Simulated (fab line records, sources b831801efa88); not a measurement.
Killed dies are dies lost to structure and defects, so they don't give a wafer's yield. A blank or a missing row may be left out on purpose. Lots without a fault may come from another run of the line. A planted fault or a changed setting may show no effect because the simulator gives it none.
fab line records | flow sky130
record lots=5 wafers=23
route steps=708 shown SD_N@351 LI_CONTACT@364 LOCAL_INTERCONNECT@393 METAL1@434 VIA1@458 METAL2@487
start_h: hours from the record's first day to the start of the lot's first wafer shown | wait_h: hours since the lot's step before | " the same as in the row above | L1.1+2: a row that stands for several wafers | - no value, or no start given | * or withheld: withheld | < > ~ a bound
route shown NAME@n: a module of which the file shows steps, and the number in the route of the first | usual: mean/standard deviation of fault-free wafers | same: alike in all rows | chamber/n: place in a boat | sites: the reading at each site | _std_site: their standard deviation | _edge_site: outer sites' mean less inner sites' | radius_mm: how far each site lies from the wafer's centre | mask NAME#n: copy n | behind: the tool/chamber that last shaped the wafer | hold: why the lot was held/for how many hours/how that ended | device: the transistor (n, p or np) that didn't switch | end of line: the same wafers' tests at the end of the route | a step without rows: its recipe alone | killed: dies lost to structure and defects at the first sort, not the wafer's yield | map: a wafer's dies, x killed, . not, _ none there
set.NAME: the setting as run; set.NAME@STEP: as run at that earlier step | model.NAME: the simulator's own value behind a step, which no gauge read
lots whose settings were changed on purpose; a table a step, a row a wafer
## steps
# step SKY_SD_N_IMPLANT_09
# recipe species=As energy_kev=50 dose_cm2=4e+15 tilt_deg=0
# columns lot.wafer tool chamber start_h wait_h set.energy_kev model.implant.rp_nm model.implant.drp_nm
L074.2+3+4 implanter-03 0 640.54 0.0 50 32.79 14.11
L075.1+6 implanter-01 0 650.76 0.0 50 31.6 14.11
L075.2+3+5 " 0 " " 48.03 30.59 13.69
L080.1+4 implanter-03 0 698.50 0.0 52.52 33.05 14.64
L080.2+3+5 " 0 " " 50 31.75 14.11
L083.1+3+5 implanter-01 0 723.08 0.0 52.86 33.65 14.71
L083.2+6 " 0 " " 50 32.16 14.11
L085.1+2+3+4+6 implanter-03 0 739.71 0.0 50 32.57 14.11
# step SKY_SD_N_IMPLANT_10
# recipe species=P energy_kev=20 dose_cm2=1e+14 tilt_deg=0
# step SKY_SD_N_STRIP_11
# recipe chemistry=O2/N2 power_w=1400 pressure_mtorr=1500 platen_temp_c=withheld o2_flow_sccm=3000 n2_flow_sccm=300 overash_fraction=0.5
# usual strip_time_to_endpoint_s=22.549/0.028
# columns lot.wafer tool chamber start_h wait_h set.energy_kev@SD_N_IMPLANT_09 strip_time_to_endpoint_s
L074.2 plasma_asher-03 0 640.81 0.1 50 22.553
L074.3 " 0 " " 50 22.566
L074.4 " 1 " " 50 22.600
L075.1 plasma_asher-03 0 651.06 0.1 50 22.520
L075.2 " 1 " " 48.03 22.254
L075.3 " 0 " " 48.03 22.269
L075.5 " 0 " " 48.03 22.253
L075.6 " 1 " " 50 22.542
L080.1 plasma_asher-03 1 698.80 0.1 52.52 22.938
L080.2 " 0 " " 50 22.558
L080.3 " 0 " " 50 22.576
L080.4 " 1 " " 52.52 22.944
L080.5 " 0 " " 50 22.525
L083.1 plasma_asher-03 1 723.38 0.1 52.86 22.963
L083.2 " 0 " " 50 22.485
L083.3 " 0 " " 52.86 22.997
L083.5 " 0 " " 52.86 22.950
L083.6 " 1 " " 50 22.515
L085.1 plasma_asher-04 1 740.01 0.1 50 22.550
L085.2 " 0 " " 50 22.590
L085.3 " 1 " " 50 22.551
L085.4 " 0 " " 50 22.531
L085.6 " 1 " " 50 22.547
# step SKY_SD_N_CLEAN_13
# recipe chemistry=SC1/SC2 mix=1:4:20 temp_c=70 time_s=150 dry=n2_spin
# step SKY_SD_N_RTA_14
# recipe temp_c=1075 time_s=2 idle_temp_c=650 ramp_up_c_per_s=150 ramp_down_c_per_s=90 ambient=N2
# step SKY_SD_N_RS_MEAS_16
# recipe thk_meas_gauge=four-point-probe
# usual SD_N_RS=68.55/0.11
# columns lot.wafer tool chamber start_h wait_h set.energy_kev@SD_N_IMPLANT_09 SD_N_RS[ohm/sq]
L074.2 film_metro-04 - 641.22 0.1 50 68.50
L074.3 " - " " 50 68.35
L074.4 " - " " 50 68.53
L075.1 film_metro-04 - 651.53 0.1 50 68.54
L075.2 " - " " 48.03 69.93
L075.3 " - " " 48.03 70.04
L075.5 " - " " 48.03 69.98
L075.6 " - " " 50 68.71
L080.1 film_metro-03 - 699.18 0.1 52.52 66.78
L080.2 " - " " 50 68.50
L080.3 " - " " 50 68.54
L080.4 " - " " 52.52 66.73
L080.5 " - " " 50 68.65
L083.1 film_metro-04 - 723.78 0.1 52.86 66.75
L083.2 " - " " 50 68.73
L083.3 " - " " 52.86 66.74
L083.5 " - " " 52.86 66.77
L083.6 " - " " 50 68.74
L085.1 film_metro-03 - 740.46 0.1 50 68.49
L085.2 " - " " 50 68.47
L085.3 " - " " 50 68.49
L085.4 " - " " 50 68.35
L085.6 " - " " 50 68.52
# step SKY_LI_CONTACT_CMP_02
# recipe material=PSG down_force_psi=4 platen_rpm=60 pad_velocity_m_s=0.94248
# columns lot.wafer tool chamber start_h wait_h set.leave_above_ref_nm model.PSG_of_LI_CONTACT_HDPCVD_00.thk_nm
L074.4 cmp-01 1 641.74 0.0 597.2 595.7
L074.3+2 " 2,0 " " 597.2 596.2
L075.2 cmp-02 0 652.07 0.0 583.5 583.5
L075.1 " 1 " " 583.5 582.6
L075.3 " 2 " " 597.2 595.8
L075.6 " 0 " " 583.5 582.7
L075.5 " 1 " " 597.2 595.9
L080.4 cmp-02 0 699.72 0.0 560.1 562.1
L080.1 " 1 " " 597.2 598.9
L080.3 " 2 " " 560.1 560.2
L080.2 " 3 " " 597.2 599
L080.5 " 1 " " 560.1 562.5
L083.3 cmp-01 1 724.33 0.0 622.1 622.3
L083.1 " 3 " " 597.2 596.6
L083.2 " 0 " " 597.2 597.9
L083.5 " 1 " " 622.1 622.1
L083.6 " 2 " " 622.1 621.3
L085.4 cmp-01 1 741.01 0.0 621 619.9
L085.2 " 2 " " 597.2 595.5
L085.1 " 3 " " 597.2 595.4
L085.3 " 0 " " 621 619.5
L085.6 " 1 " " 621 619.7
# step SKY_LI_CONTACT_ETCH_15
# recipe target=PSG chemistry=C4F8/O2/Ar stop_on=Si taper_deg=4.15 mask_material=KrF-thick source_w=1500 bias_w=1200 pressure_mtorr=40 c4f8_flow_sccm=withheld O2_flow_sccm=6 Ar_flow_sccm=300 time_s=withheld target_depth_a=6000
# usual oes_product_au=0.838/0.0042
# columns lot.wafer tool chamber start_h wait_h set.bias_w set.leave_above_ref_nm@LI_CONTACT_CMP_02 oes_product_au model.LI_CONTACT.feature_depth_nm
L074.2 rie_diel-02 2 670.89 0.0 1200 597.2 0.836 596.2
L074.3 " 1 " " 1200 597.2 0.831 596.2
L074.4 " 0 " " 1200 597.2 0.837 595.7
L075.1 rie_diel-04 0 680.63 0.0 1200 583.5 0.831 582.6
L075.2 " 3 " " 1200 583.5 0.826 583.5
L075.3 " 1 " " 1200 597.2 0.834 595.8
L075.5 " 3 " " 1200 597.2 0.834 595.9
L075.6 " 0 " " 1200 583.5 0.827 582.7
L080.1 rie_diel-01 3 727.80 0.0 1158 597.2 0.839 598.9
L080.2 " 0 " " 1158 597.2 0.842 599
L080.3 " 2 " " 1158 560.1 0.804 560.2
L080.4 " 0 " " 1200 560.1 0.810 562.1
L080.5 " 3 " " 1200 560.1 0.812 562.5
L083.1 rie_diel-01 2 752.19 0.0 1200 597.2 0.846 596.6
L083.2 " 1 " " 1200 597.2 0.834 597.9
L083.3 " 0 " " 1327 622.1 0.853 622.3
L083.5 " 2 " " 1327 622.1 0.857 622.1
L083.6 " 0 " " 1200 622.1 0.867 621.3
L085.1 rie_diel-04 0 769.09 0.0 1200 597.2 0.838 595.4
L085.2 " 2 " " 1200 597.2 0.836 595.5
L085.3 " 1 " " 1200 621 0.854 619.5
L085.4 " 1 " " 1200 621 0.862 619.9
L085.6 " 2 " " 1200 621 0.850 619.7
# step SKY_LOCAL_INTERCONNECT_COAT_06
# recipe resist=KrF-thick spin_rpm=3000 resist_thk_nm=450
# columns lot.wafer tool chamber start_h wait_h set.resist_thk_nm model.KrF-thick_of_LOCAL_INTERCONNECT_COAT_06.thk_nm
L074.2 litho_track-02 0 - - 450 450.7
L074.3 " 0 " " 450 450.5
L074.4 " 0 " " 450 449.3
L075.1 litho_track-03 0 - - 450 449.9
L075.2 " 0 " " 450 451.4
L075.3 " 0 " " 450 450.8
L075.5 " 0 " " 450 452.4
L075.6 " 0 " " 450 451.1
L080.1 litho_track-01 0 - - 473.8 472.3
L080.2 " 0 " " 450 450.2
L080.3 " 0 " " 473.8 473.4
L080.4 " 0 " " 473.8 474.7
L080.5 " 0 " " 450 449.7
L083.1 litho_track-01 0 - - 435.4 433.2
L083.2+3 " 0 " " 435.4 433.9
L083.5 " 0 " " 450 448.2
L083.6 " 0 " " 450 448.4
L085.1+6 litho_track-03 0 - - 450 451.9
L085.2 " 0 " " 450 451.1
L085.3 " 0 " " 450 451.8
L085.4 " 0 " " 450 451.2
# step SKY_LOCAL_INTERCONNECT_ETCH_13
# recipe chemistry=N2/H2 target=BARC ion_energy_ev=200 bias_w=100 pressure_mtorr=30 n2_flow_sccm=100 h2_flow_sccm=200 icp_w=500 stop_on=SiO2 time_s=45.9 target_depth_a=600
# columns lot.wafer tool chamber start_h wait_h set.time_s
L074.2+3+4 rie_metal-03 1,1,0 700.14 0.0 45.9
L075.1+3+5 rie_metal-01 0,1,1 709.24 0.0 41.65
L075.2+6 " 1,0 " " 45.9
L080.1+2+3+4+5 rie_metal-03 0 756.61 0.0 45.9
L083.1+3+5 rie_metal-03 1,0,0 781.18 0.0 51.74
L083.2+6 " 0,1 " " 45.9
L085.1+4 rie_metal-02 1,0 796.53 0.0 50.78
L085.2+3+6 " 0,1,0 " " 45.9
# step SKY_LOCAL_INTERCONNECT_METAL_ETCH_14
# recipe target_depth_nm=110 stop_on=PSG chemistry=Cl2/BCl3 target=TiN resist_sidewall_deg=88 pressure_mtorr=10 icp_w=900 bias_w=48.5 Cl2_flow_sccm=60 bcl3_flow_sccm=30 time_s=31.4
# step SKY_LOCAL_INTERCONNECT_STRIP_15
# recipe chemistry=O2/N2 power_w=1400 pressure_mtorr=1500 platen_temp_c=withheld o2_flow_sccm=3000 n2_flow_sccm=300 overash_fraction=0.5
# usual strip_time_to_endpoint_s=4.729/0.019
# columns lot.wafer tool chamber start_h wait_h set.resist_thk_nm@LOCAL_INTERCONNECT_COAT_06 strip_time_to_endpoint_s
L074.2 plasma_asher-04 1 700.26 0.0 450 4.737
L074.3 " 0 " " 450 4.729
L074.4 " 1 " " 450 4.717
L075.1 plasma_asher-02 1 709.36 0.0 450 4.796
L075.2 " 0 " " 450 4.743
L075.3 " 1 " " 450 4.757
L075.5 " 0 " " 450 4.769
L075.6 " 1 " " 450 4.757
L080.1 plasma_asher-01 1 756.84 0.1 473.8 4.955
L080.2 " 0 " " 450 4.730
L080.3 " 0 " " 473.8 4.984
L080.4 " 1 " " 473.8 4.991
L080.5 " 1 " " 450 4.744
L083.1 plasma_asher-04 1 781.30 0.0 435.4 4.472
L083.2 " 0 " " 435.4 4.556
L083.3 " 0 " " 435.4 4.513
L083.5 " 0 " " 450 4.661
L083.6 " 1 " " 450 4.692
L085.1 plasma_asher-01 0 796.65 0.0 450 4.671
L085.2 " 1 " " 450 4.747
L085.3 " 0 " " 450 4.755
L085.4 " 1 " " 450 4.683
L085.6 " 1 " " 450 4.733
# step SKY_METAL1_SPUTTER_00
# recipe material=Ti target_thk_nm=15 power_w=3000 time_s=10 chamber_pressure_pa=0.4
# columns lot.wafer tool chamber start_h wait_h set.time_s model.Ti_of_METAL1_SPUTTER_00.thk_nm
L074.2+3 pvd_sputter-04 - 731.34 0.1 10 15.05
L074.4 " - " " 10 14.82
L075.1 pvd_sputter-02 - 739.10 0.2 10 15.11
L075.2+6 " - " " 9.4 14.09
L075.3 " - " " 10 14.92
L075.5 " - " " 9.4 14.21
L080.1 pvd_sputter-02 - 785.94 0.1 9.271 13.9
L080.2 " - " " 9.271 14.02
L080.3 " - " " 10 14.86
L080.4 " - " " 10 14.79
L080.5 " - " " 9.271 13.83
L083.1 pvd_sputter-03 - 810.28 0.2 10 15.22
L083.2 " - " " 10 14.96
L083.3 " - " " 10 14.94
L083.5 " - " " 10 14.87
L083.6 " - " " 10 15.07
L085.1 pvd_sputter-03 - 825.90 0.1 10 15.17
L085.2 " - " " 10 14.9
L085.3 " - " " 10 14.76
L085.4 " - " " 10 14.93
L085.6 " - " " 10 15.12
# step SKY_METAL1_COAT_09
# recipe resist=BARC temp_c=withheld time_s=withheld spin_rpm=3000 resist_thk_nm=60
# columns lot.wafer tool chamber start_h wait_h set.resist_thk_nm
L074.2+3+4 litho_track-03 0 744.95 0.1 60
L075.1+2+6 litho_track-02 0 752.76 0.1 57.81
L075.3+5 " 0 " " 60
L080.1+2+3+4+5 litho_track-04 0 799.04 0.1 60
L083.1+2+6 litho_track-02 0 823.11 0.1 56.7
L083.3+5 " 0 " " 60
L085.1+2+4 litho_track-03 0 839.98 0.1 56.98
L085.3+6 " 0 " " 60
# step SKY_METAL1_ETCH_18
# recipe chemistry=N2/H2 target=BARC ion_energy_ev=200 bias_w=100 pressure_mtorr=30 n2_flow_sccm=100 h2_flow_sccm=200 icp_w=500 stop_on=SiO2 time_s=45.9 target_depth_a=600
# usual oes_product_au=0.855/0.004
# columns lot.wafer tool chamber start_h wait_h set.ion_energy_ev set.resist_thk_nm@METAL1_COAT_09 oes_product_au
L074.2 rie_metal-02 0 758.69 0.0 200 60 0.856
L074.3 " 1 " " 200 60 0.859
L074.4 " 0 " " 200 60 0.847
L075.1 rie_metal-02 1 766.69 0.0 200 57.81 0.838
L075.2 " 0 " " 191.7 57.81 0.839
L075.3 " 1 " " 191.7 60 0.854
L075.5 " 0 " " 200 60 0.848
L075.6 " 1 " " 200 57.81 0.834
L080.1 rie_metal-04 1 812.89 0.0 217.9 60 0.849
L080.2 " 0 " " 200 60 0.854
L080.3 " 0 " " 200 60 0.857
L080.4 " 1 " " 217.9 60 0.857
L080.5 " 0 " " 200 60 0.855
L083.1 rie_metal-04 0 837.28 0.1 200 56.7 0.823
L083.2 " 0 " " 200 56.7 0.825
L083.3 " 0 " " 200 60 0.856
L083.5 " 0 " " 200 60 0.861
L083.6 " 0 " " 200 56.7 0.827
L085.1 rie_metal-04 1 853.58 0.0 200 56.98 0.834
L085.2 " 0 " " 200 56.98 0.833
L085.3 " 1 " " 200 60 0.861
L085.4 " 0 " " 200 56.98 0.833
L085.6 " 0 " " 200 60 0.853
# step SKY_VIA1_HDPCVD_00
# recipe material=SiO2 target_thk_nm=1030 sigma_open_frac=0.3 time_s=171.7 temp_c=400 sih4_flow_sccm=60 pressure_mtorr=6
# columns lot.wafer tool chamber start_h wait_h set.sih4_flow_sccm model.SiO2_of_VIA1_HDPCVD_00.thk_nm
L074.2 hdpcvd-02 2 760.00 0.0 60 1020
L074.3 " 0 " " 60 1032
L074.4 " 0 " " 60 1033
L075.1 hdpcvd-01 0 767.61 0.0 60 1036
L075.2+5+6 " 1,0,1 " " 60 -
L075.3 " 0 " " 60 1041
L080.1 hdpcvd-01 2 813.65 0.0 63.51 1100
L080.2 " 1 " " 60 1046
L080.3 " 0 " " 63.51 1098
L080.4 " 2 " " 63.51 -
L080.5 " 0 " " 60 1037
L083.1 hdpcvd-02 1 838.22 0.0 60 1030
L083.2 " 2 " " 64.42 -
L083.3 " 0 " " 64.42 1121
L083.5 " 0 " " 60 1035
L083.6 " 1 " " 60 -
L085.1 hdpcvd-01 0 854.36 0.0 60 -
L085.2+4 " 1 " " 52.57 -
L085.3 " 2 " " 60 1035
L085.6 " 2 " " 52.57 918.6
# step SKY_VIA1_THK_MEAS_01
# recipe reads=SiO2_of_VIA1_HDPCVD_00
# usual VIA1_HDPCVD_THK=1035/11
# columns lot.wafer tool chamber start_h wait_h set.sih4_flow_sccm@VIA1_HDPCVD_00 VIA1_HDPCVD_THK[nm]
L074.2 film_metro-04 - 760.12 0.1 60 1020
L074.3 " - " " 60 1032
L074.4 " - " " 60 1034
L075.1 film_metro-04 - 767.78 0.1 60 1035
L075.2 " - " " 60 1035
L075.3 " - " " 60 1041
L075.5 " - " " 60 1039
L075.6 " - " " 60 1026
L080.1 film_metro-04 - 813.77 0.1 63.51 1101
L080.2 " - " " 60 1046
L080.3 " - " " 63.51 1098
L080.4 " - " " 63.51 1083
L080.5 " - " " 60 1036
L083.1 film_metro-02 - 838.33 0.1 60 1030
L083.2 " - " " 64.42 1105
L083.3 " - " " 64.42 1120
L083.5 " - " " 60 1035
L083.6 " - " " 60 1040
L085.1 film_metro-02 - 854.47 0.1 60 1050
L085.2 " - " " 52.57 924
L085.3 " - " " 60 1034
L085.4 " - " " 52.57 917
L085.6 " - " " 52.57 919
# step SKY_VIA1_SPUTTER_20
# recipe material=TiN target_thk_nm=20 chamber_pressure_pa=5 power_w=4000 time_s=80
# columns lot.wafer tool chamber start_h wait_h set.time_s model.TiN_of_VIA1_SPUTTER_20.thk_nm
L074.2 pvd_sputter-03 - 787.54 0.0 80 20.17
L074.3 " - " " 80 20.05
L074.4 " - " " 80 20.5
L075.1 pvd_sputter-02 - 795.15 0.0 80 19.46
L075.2 " - " " 86.37 20.96
L075.3 " - " " 86.37 20.71
L075.5 " - " " 86.37 20.53
L075.6 " - " " 80 19.63
L080.1 pvd_sputter-02 - 841.82 0.0 88.15 21.8
L080.2 " - " " 88.15 21.93
L080.3 " - " " 80 19.74
L080.4 " - " " 88.15 21.39
L080.5 " - " " 80 19.3
L083.1 pvd_sputter-03 - 865.74 0.0 80 19.92
L083.2 " - " " 80 20.29
L083.3 " - " " 80 20.02
L083.5 " - " " 80 20.04
L083.6 " - " " 80 20.12
L085.1 pvd_sputter-01 - 882.20 0.0 87.63 22.13
L085.2 " - " " 80 19.99
L085.3 " - " " 87.63 22.02
L085.4 " - " " 80 20.01
L085.6 " - " " 87.63 22.08
# step SKY_METAL2_SPUTTER_04
# recipe material=TiN target_thk_nm=70 power_w=6500 time_s=58.3 chamber_pressure_pa=0.4
# columns lot.wafer tool chamber start_h wait_h set.time_s model.TiN_of_METAL2_SPUTTER_04.thk_nm
L074.2 pvd_sputter-04 - 788.26 0.0 58.3 70.6
L074.3 " - " " 58.3 70.36
L074.4 " - " " 58.3 70.05
L075.1 pvd_sputter-03 - 795.87 0.0 58.3 69.33
L075.2 " - " " 62.29 75.11
L075.3 " - " " 58.3 69.74
L075.5 " - " " 62.29 74.08
L075.6 " - " " 62.29 73.96
L080.1 pvd_sputter-03 - 842.55 0.0 58.3 69.62
L080.2 " - " " 55.37 66.96
L080.3 " - " " 58.3 68.93
L080.4 " - " " 55.37 66.79
L080.5 " - " " 58.3 69.93
L083.1 pvd_sputter-01 - 866.47 0.0 58.3 69.68
L083.2 " - " " 51.55 60.83
L083.3 " - " " 58.3 68.62
L083.5 " - " " 58.3 69.01
L083.6 " - " " 51.55 61.05
L085.1 pvd_sputter-03 - 882.95 0.0 66.97 79.34
L085.2 " - " " 66.97 79.9
L085.3 " - " " 58.3 68.97
L085.4 " - " " 66.97 79.13
L085.6 " - " " 58.3 68.59
# step SKY_METAL2_METAL_ETCH_19
# recipe target_depth_a=3600 stop_on=SiO2 over_etch_frac=0.3 time_s=78 chemistry=Cl2/BCl3 resist_sidewall_deg=88 pressure_mtorr=10 icp_w=900 bias_w=48.5 Cl2_flow_sccm=60 bcl3_flow_sccm=30
# columns lot.wafer tool chamber start_h wait_h set.icp_w model.KrF-thick_of_METAL2_COAT_10.thk_nm
L074.2 rie_metal-04 0 814.64 0.0 900 156.1
L074.3 " 1 " " 900 165.3
L074.4 " 0 " " 900 155.3
L075.1 rie_metal-01 1 822.08 0.0 900 161.5
L075.2+6 " 0,1 " " 900 -
L075.3 " 1 " " 980.4 142.2
L075.5 " 0 " " 980.4 -
L080.1 rie_metal-04 1 869.73 0.0 900 165.1
L080.2 " 0 " " 797.5 182.8
L080.3 " 0 " " 797.5 182.1
L080.4 " 1 " " 900 -
L080.5 " 1 " " 797.5 187.1
L083.1 rie_metal-04 0 893.34 0.0 957.7 145.7
L083.2 " 1 " " 900 -
L083.3 " 0 " " 900 157.7
L083.5 " 1 " " 957.7 152.3
L083.6 " 0 " " 957.7 -
L085.1 rie_metal-02 0 908.88 0.0 900 -
L085.2+4 " 1,0 " " 980.6 -
L085.3 " 1 " " 900 154.9
L085.6 " 0 " " 980.6 135.4
# step SKY_METAL2_STRIP_20
# recipe chemistry=O2/N2 power_w=1400 pressure_mtorr=1500 platen_temp_c=withheld o2_flow_sccm=3000 n2_flow_sccm=300 overash_fraction=0.5
# usual strip_time_to_endpoint_s=2.72/0.037
# columns lot.wafer tool chamber start_h wait_h set.icp_w@METAL2_METAL_ETCH_19 strip_time_to_endpoint_s
L074.2 plasma_asher-04 0 814.73 0.1 900 2.67
L074.3 " 1 " " 900 2.76
L074.4 " 0 " " 900 2.65
L075.1 plasma_asher-01 0 822.17 0.1 900 2.74
L075.2 " 1 " " 900 2.74
L075.3 " 0 " " 980.4 2.51
L075.5 " 1 " " 980.4 2.57
L075.6 " 0 " " 900 2.75
L080.1 plasma_asher-02 1 869.82 0.1 900 2.76
L080.2 " 0 " " 797.5 2.96
L080.3 " 1 " " 797.5 2.96
L080.4 " 0 " " 900 2.75
L080.5 " 0 " " 797.5 3.01
L083.1 plasma_asher-01 0 893.43 0.1 957.7 2.55
L083.2 " 1 " " 900 2.76
L083.3 " 0 " " 900 2.67
L083.5 " 0 " " 957.7 2.64
L083.6 " 1 " " 957.7 2.57
L085.1 plasma_asher-04 1 908.97 0.1 900 2.66
L085.2 " 0 " " 980.6 2.47
L085.3 " 0 " " 900 2.65
L085.4 " 1 " " 980.6 2.44
L085.6 " 1 " " 980.6 2.44
## key
split step=SKY_SD_N_IMPLANT_09 setting=energy_kev stated=50 by=wafer
response step=SKY_SD_N_IMPLANT_09 reading=model.implant.rp_nm change=+0.259 per=1% r=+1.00
response step=SKY_SD_N_IMPLANT_09 reading=model.implant.drp_nm change=+0.106 per=1% r=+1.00
response step=SKY_SD_N_STRIP_11 reading=strip_time_to_endpoint_s change=* per=1% r=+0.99
response step=SKY_SD_N_RS_MEAS_16 reading=SD_N_RS change=-0.35 per=1% r=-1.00
split step=SKY_LI_CONTACT_CMP_02 setting=leave_above_ref_nm stated=597.2 by=wafer
response step=SKY_LI_CONTACT_CMP_02 reading=model.PSG_of_LI_CONTACT_HDPCVD_00.thk_nm change=+5.98 per=1% r=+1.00
response step=SKY_LI_CONTACT_ETCH_15 reading=oes_product_au change=+0.00469 per=1% r=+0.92
response step=SKY_LI_CONTACT_ETCH_15 reading=model.LI_CONTACT.feature_depth_nm change=+5.98 per=1% r=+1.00
split step=SKY_LI_CONTACT_ETCH_15 setting=bias_w stated=1200 by=wafer
response none clear
split step=SKY_LOCAL_INTERCONNECT_COAT_06 setting=resist_thk_nm stated=450 by=wafer
response step=SKY_LOCAL_INTERCONNECT_COAT_06 reading=model.KrF-thick_of_LOCAL_INTERCONNECT_COAT_06.thk_nm change=+4.47 per=1% r=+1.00
response step=SKY_LOCAL_INTERCONNECT_STRIP_15 reading=strip_time_to_endpoint_s change=* per=1% r=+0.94
split step=SKY_LOCAL_INTERCONNECT_ETCH_13 setting=time_s stated=45.9 by=wafer
response none clear
split step=SKY_METAL1_SPUTTER_00 setting=time_s stated=10 by=wafer
response step=SKY_METAL1_SPUTTER_00 reading=model.Ti_of_METAL1_SPUTTER_00.thk_nm change=+0.134 per=1% r=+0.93
split step=SKY_METAL1_COAT_09 setting=resist_thk_nm stated=60 by=wafer
response step=SKY_METAL1_ETCH_18 reading=oes_product_au change=+0.00518 per=1% r=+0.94
split step=SKY_METAL1_ETCH_18 setting=ion_energy_ev stated=200 by=wafer
response none clear
split step=SKY_VIA1_HDPCVD_00 setting=sih4_flow_sccm stated=60 by=wafer
response step=SKY_VIA1_HDPCVD_00 reading=model.SiO2_of_VIA1_HDPCVD_00.thk_nm change=+10.2 per=1% r=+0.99
response step=SKY_VIA1_THK_MEAS_01 reading=VIA1_HDPCVD_THK change=+9.91 per=1% r=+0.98
split step=SKY_VIA1_SPUTTER_20 setting=time_s stated=80 by=wafer
response step=SKY_VIA1_SPUTTER_20 reading=model.TiN_of_VIA1_SPUTTER_20.thk_nm change=+0.2 per=1% r=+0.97
split step=SKY_METAL2_SPUTTER_04 setting=time_s stated=58.3 by=wafer
response step=SKY_METAL2_SPUTTER_04 reading=model.TiN_of_METAL2_SPUTTER_04.thk_nm change=+0.701 per=1% r=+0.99
split step=SKY_METAL2_METAL_ETCH_19 setting=icp_w stated=900 by=wafer
response step=SKY_METAL2_METAL_ETCH_19 reading=model.KrF-thick_of_METAL2_COAT_10.thk_nm change=-1.82 per=1% r=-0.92
response step=SKY_METAL2_STRIP_20 reading=strip_time_to_endpoint_s change=* per=1% r=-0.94
